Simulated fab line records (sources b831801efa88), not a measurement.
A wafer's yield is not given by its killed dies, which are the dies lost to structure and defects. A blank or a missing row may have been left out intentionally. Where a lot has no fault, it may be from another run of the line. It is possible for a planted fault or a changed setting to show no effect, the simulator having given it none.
Matching of chambers :: flow sky130 :: 4 sister chambers for SKY_FIELD_ISO_CMP_27 on cmp-01
The step polishes, stops on Si3N4, t overpolish 16 s, target thk 457.8 nm. 8 wafers are shown with their chamber, then 7 later ones without.

== WAFERS WITH THEIR CHAMBER ==
wafer: L529.6
chamber: 0
motor-current-A (A): 10.0
time-to-endpoint-s (s): 111

wafer: L539.1
chamber: 1
motor-current-A (A): 11.3
time-to-endpoint-s (s): 123

wafer: L539.6
chamber: 2
motor-current-A (A): 10.8
time-to-endpoint-s (s): 118

wafer: L540.1
chamber: 3
motor-current-A (A): 11.7
time-to-endpoint-s (s): 112

wafer: L540.3
chamber: 2
motor-current-A (A): 10.7
time-to-endpoint-s (s): 108

wafer: L540.4
chamber: 0
motor-current-A (A): 10.0
time-to-endpoint-s (s): 101

wafer: L545.3
chamber: 1
motor-current-A (A): 11.2
time-to-endpoint-s (s): 115

wafer: L545.4
chamber: 3
motor-current-A (A): 11.3
time-to-endpoint-s (s): 112

== WAFERS WITH NO CHAMBER GIVEN ==
wafer: L545.6
motor-current-A (A): 10.9
time-to-endpoint-s (s): 114

wafer: L546.1
motor-current-A (A): 9.9
time-to-endpoint-s (s): 109

wafer: L546.4
motor-current-A (A): 11.2
time-to-endpoint-s (s): 123

wafer: L546.5
motor-current-A (A): 9.9
time-to-endpoint-s (s): 111

wafer: L549.1
motor-current-A (A): 11.7
time-to-endpoint-s (s): 126

wafer: L549.3
motor-current-A (A): 11.6
time-to-endpoint-s (s): 119

wafer: L549.6
motor-current-A (A): 10.3
time-to-endpoint-s (s): 115

== THE CHAMBER EACH PASSED THROUGH ==
wafer: L545.6
from the rows above: can't be placed: 2 or 1
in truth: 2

wafer: L546.1
from the rows above: 0
in truth: 0

wafer: L546.4
from the rows above: can't be placed: 1 or 3
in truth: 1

wafer: L546.5
from the rows above: 0
in truth: 0

wafer: L549.1
from the rows above: can't be placed: 3 or 1
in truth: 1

wafer: L549.3
from the rows above: can't be placed: 3 or 1
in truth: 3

wafer: L549.6
from the rows above: can't be placed: 0 or 2
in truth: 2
Correct placement for 2 of the 7. Unplaceable from these rows: 5, with the true chamber sitting among the candidates in 5. Wrongly placed: 0.
How it was worked out, from the rows above alone: a wafer's distance from a chamber is the root of the sum, over the readings, of the square of ((its reading less the chamber's mean) divided by the reading's scatter). The wafer belongs to the nearest chamber; if the next one is less than 2 further off, it can't be placed. The mean given for a chamber averages the wafers shown for that chamber. How the scatter is found: for the shown wafers, subtract from each reading the mean of its chamber, square and add these, divide the total by (wafers less chambers), then take the root.
